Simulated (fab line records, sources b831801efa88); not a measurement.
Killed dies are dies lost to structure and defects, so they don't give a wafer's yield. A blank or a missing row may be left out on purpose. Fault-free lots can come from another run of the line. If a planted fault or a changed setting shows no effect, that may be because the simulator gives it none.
Split-lot experiment | flow sfq-line | 23 wafers read from 5 lots, route of 325 steps

SPLIT DETAILS
At SFQ_TRILAYER_JJ_TRILAYER_DEP_SPUTTER_109 (material Nb, target thk 150 nm, time 100 s), the setting power-w was moved away from the recipe's 2000 W on 5 of the 23 wafers read, by -7.1% to +10.0%. All remaining wafers had this setting at the recipe value.

The split's own step is where the reading is taken.

THE READING
Nb_of_TRILAYER_JJ_TRILAYER_DEP_SPUTTER_109.thk-nm (the simulator's own value, which no gauge read), in nm, at SFQ_TRILAYER_JJ_TRILAYER_DEP_SPUTTER_109 (material Nb, target thk 150 nm, time 100 s). The file gives no usual value for it. The 18 wafers here that ran the recipe average 150.2 nm, standard deviation 2.4 nm.

wafer  | tool, chamber at the split | power-w as run, W | against the recipe | Nb_of_TRILAYER_JJ_TRILAYER_DEP_SPUTTER_109.thk-nm, nm | against lot-mates on the recipe
L080.2 | pvd-sputter-05, -          | 2200              | +10.0%             | 162.8                                                 | +11.4
L080.3 | pvd-sputter-05, -          | 2000              | recipe             | 150.9                                                 | -
L080.4 | pvd-sputter-05, -          | 2000              | recipe             | 152.2                                                 | -
L080.5 | pvd-sputter-05, -          | 2000              | recipe             | 151.1                                                 | -
L080.6 | pvd-sputter-05, -          | 2200              | +10.0%             | 163.6                                                 | +12.2
L081.1 | pvd-sputter-06, -          | 2000              | recipe             | 149.4                                                 | -
L081.2 | pvd-sputter-06, -          | 2000              | recipe             | 149.7                                                 | -
L081.3 | pvd-sputter-06, -          | 2000              | recipe             | 145.9                                                 | -
L082.1 | pvd-sputter-06, -          | 2000              | recipe             | 152.6                                                 | -
L082.2 | pvd-sputter-06, -          | 2000              | recipe             | 152.5                                                 | -
L082.3 | pvd-sputter-06, -          | 2000              | recipe             | 150.6                                                 | -
L082.4 | pvd-sputter-06, -          | 2000              | recipe             | 146.6                                                 | -
L082.5 | pvd-sputter-06, -          | 2000              | recipe             | 146.2                                                 | -
L084.1 | pvd-sputter-06, -          | 2000              | recipe             | 151.9                                                 | -
L084.2 | pvd-sputter-06, -          | 2000              | recipe             | 154.3                                                 | -
L084.4 | pvd-sputter-06, -          | 2000              | recipe             | 147.6                                                 | -
L084.5 | pvd-sputter-06, -          | 2000              | recipe             | 148.7                                                 | -
L084.6 | pvd-sputter-06, -          | 2000              | recipe             | 152.8                                                 | -
L085.1 | pvd-sputter-05, -          | 1859              | -7.1%              | 137.7                                                 | -12.4
L085.2 | pvd-sputter-05, -          | 2000              | recipe             | 150.6                                                 | -
L085.3 | pvd-sputter-05, -          | 1859              | -7.1%              | 139.3                                                 | -10.8
L085.5 | pvd-sputter-05, -          | 1859              | -7.1%              | 139.3                                                 | -10.8
L085.6 | pvd-sputter-05, -          | 2000              | recipe             | 149.7                                                 | -

FIT RESULTS
A straight line over all 23 wafers: Nb_of_TRILAYER_JJ_TRILAYER_DEP_SPUTTER_109.thk-nm changes by +1.44 nm for each +1% of power-w; r = +0.93; the points scatter about the line by 2.3 nm.
The same after taking each lot's own level away (the mean of its wafers on the recipe; 23 wafers): +1.36 nm for each +1%; r = +0.93; scatter 2.1 nm.
That fit puts the effect of the largest move of power-w on the reading at 14 nm.
Across the lots, their own levels run from 148.33 to 151.40 nm, a range of 1.3 times the standard deviation given above.
Consequently the slope shifts little with the lot-to-lot level, the two slopes agreeing.
Check: +14.2 nm against its lot-mates is what the line predicts for one of the wafers moved furthest among these (+10.0%) when that wafer is left out of the fit. It came out at +11.4 nm against them.

THESE WAFERS: OTHER SPLITS
Note: prior to the reading, these wafers also went through further splits. Each is held against what the fit with the lots' levels taken away leaves over:
other split on the same wafers                      | wafers away from the commonest value | r with Nb_of_TRILAYER_JJ_TRILAYER_DEP_SPUTTER_109.thk-nm (lot level and that fit taken away)
SFQ_TRILAYER_I1_VIA_LITHO_COAT_049 spin-rpm         | 8                                    | +0.13
SFQ_TRILAYER_I1_VIA_BARC_OPEN_VIA_ETCH_071 source-w | 8                                    | +0.23
SFQ_TRILAYER_M2_LITHO_COAT_062 spin-rpm             | 8                                    | +0.18
SFQ_TRILAYER_I2_CMP_CMP_064 leave-above-ref-nm      | 5                                    | -0.12
SFQ_TRILAYER_I2_VIA_BARC_OPEN_VIA_ETCH_096 time-s   | 8                                    | +0.13
SFQ_TRILAYER_M3_LITHO_EXPOSE_076 dose-mj            | 6                                    | +0.12
SFQ_TRILAYER_I3_CMP_CMP_082 down-force-psi          | 5                                    | +0.06
SFQ_TRILAYER_I3_VIA_BARC_OPEN_VIA_ETCH_121 time-s   | 9                                    | -0.26

FILE'S OWN FIT
Nb_of_TRILAYER_JJ_TRILAYER_DEP_SPUTTER_109.thk-nm changes by +1.32 nm for each +1% of power-w, r = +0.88.
